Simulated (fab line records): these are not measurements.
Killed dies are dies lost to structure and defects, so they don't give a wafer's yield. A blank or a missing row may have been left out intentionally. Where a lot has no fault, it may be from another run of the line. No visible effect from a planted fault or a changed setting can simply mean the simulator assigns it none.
Chamber matching    flow gf180mcu    GF_V2_CMP_04 on cmp-01: 4 sister chambers
The step polishes SiO2. 4 wafers are shown with their chamber, then 7 later ones without.

## WAFERS WITH THEIR CHAMBER
wafer   chamber  motor current A (A)
L868.3  2        12.3
L868.4  3        9.7
L870.1  0        14.9
L870.4  1        11.1

## WAFERS MISSING THEIR CHAMBER
wafer   motor current A (A)
L870.6  11.6
L871.3  11.5
L871.5  13.2
L871.6  11.5
L872.1  11.9
L872.2  11.0
L872.5  9.7

## THE CHAMBER EACH PASSED THROUGH
wafer   from the rows above      in truth
L870.6  can't be placed: 1 or 2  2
L871.3  can't be placed: 1 or 2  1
L871.5  can't be placed: 2 or 0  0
L871.6  can't be placed: 1 or 2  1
L872.1  can't be placed: 2 or 1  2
L872.2  1                        1
L872.5  3                        3
2 of 7 placed correctly. Can't be placed from these rows: 5 (the true chamber is among the candidates in 5). Number placed wrongly: 0.
How it was worked out, from the rows above alone: a wafer's distance from a chamber is the root of the sum, over the readings, of the square of ((its reading less the chamber's mean) divided by the reading's scatter). The wafer belongs to the nearest chamber; if the next one is less than 2 further off, it can't be placed. For every chamber, the mean is computed from those of its wafers that are shown. The scatter: root of mean squared gap, hidden wafer to nearest shown wafer, with one shown wafer a chamber.
